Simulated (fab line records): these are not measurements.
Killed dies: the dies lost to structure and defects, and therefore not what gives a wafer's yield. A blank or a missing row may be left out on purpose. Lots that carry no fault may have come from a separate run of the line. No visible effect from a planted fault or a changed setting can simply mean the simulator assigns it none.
A lot that was struck, set against a sound lot :: flow gf180mcu :: 14 steps out of a route of 602
Sound: these wafers, L444.1, L444.3, L444.6. The struck wafers were L438.1, L438.2, L438.4. Last of all comes the cause.
Each step with rows lists, per side, the tool, then ch with its chambers, then its first start. Under that, the readings that differ: sound wafers :: struck wafers :: difference of the means :: sigmas: that difference in standard deviations of wafers without a fault.
alike: readings whose means differ by less than 2 such deviations, and words and numbers that are the same on both sides. not compared: withheld readings, readings that some wafer has no value for, bounds like >300 that may hide the same value, and numbers for which the record gives no deviation and whose values overlap.
Wherever a step has rows on one side only, a row that says differs or no value, or a row with sigmas, the two part there. Non-overlapping numbers with no deviation appear without sigmas and do not part them. A reading missing from all wafers of one side parts the sides only when that side holds two or more wafers.

first, 3 steps without rows for these wafers: GF_V1_STRIP_18 (strips in O2/N2); GF_V1_STRIP_19 (strips in post etch residue remover, time 1200 s); GF_V1_CLEAN_20 (cleans in DIW).
GF_V1_SPUTTER_21: material Ti, target thk 15 nm, time 80.02 s.
  sound: pvdSputter-04 at day 23 15:44; struck: pvdSputter-04 at day 21 08:55
  alike: cathodeDcPowerW, chamberPressurePa, throttleValvePct
then, 1 step without rows for these wafers: GF_V1_SPUTTER_22 (material TiN, target thk 10 nm, time 40 s).
GF_V1_CVD_23: deposits W, target thk 350 nm, time 105.05 s.
  sound on cvdW-02 ch 0,1, day 23 15:50; struck on cvdW-01 ch 0,1, day 21 09:01
  alike: chamberPressureTorr, heaterPowerW
GF_V1_RS_MEAS_24: measures by four-point-probe.
  sound: filmMetro-01 at day 23 15:57; struck: filmMetro-04 at day 21 09:08
  alike: V1_W_RS
GF_V1_THK_MEAS_25: measures by xrf.
  sound: filmMetro-01 at day 23 16:04; struck: filmMetro-04 at day 21 09:15
  alike: V1_W_THK
GF_V1_CMP_26: polishes, stops on SiO2, t overpolish 15 s, target thk 0 nm.
  sound on cmp-01 ch 0,3, day 23 16:08; struck on cmp-02 ch 0,2,3, day 21 09:19
  alike: motorCurrentA, overpolishRunS, timeToEndpointS
then, 2 steps without rows for these wafers: GF_M2_SPUTTER_00 (material Ti, target thk 37.5 nm, time 150 s); GF_M2_SPUTTER_01 (material TiN, target thk 30 nm, time 25 s).
GF_M2_SPUTTER_02: material AlCu, target thk 450 nm, time 23.9 s.
  sound: pvdSputter-02 at day 23 16:34; struck: pvdSputter-01 at day 21 09:44
  alike: cathodeDcPowerW, chamberPressurePa, throttleValvePct
GF_M2_SPUTTER_03: material Ti, target thk 10 nm, time 6.7 s.
  sound: pvdSputter-02 at day 23 16:35; struck: pvdSputter-01 at day 21 09:46
  no value came back on the struck wafers for cathodeDcPowerW (W), chamberPressurePa (Pa), throttleValvePct (%); on the sound wafers cathodeDcPowerW (W) reads 2999.7 3000.6 2999.8
GF_M2_SPUTTER_04: material TiN, target thk 50 nm, time 41.7 s.
  sound: pvdSputter-02 at day 23 16:37; struck: pvdSputter-01 at day 21 09:47
  alike: cathodeDcPowerW, chamberPressurePa, throttleValvePct

== WHERE THEY PART ==
Only at GF_M2_SPUTTER_03, within this record. Later steps at which nothing parts them and some readings are alike: GF_M2_SPUTTER_04.

WHY: what had been put in by the simulator
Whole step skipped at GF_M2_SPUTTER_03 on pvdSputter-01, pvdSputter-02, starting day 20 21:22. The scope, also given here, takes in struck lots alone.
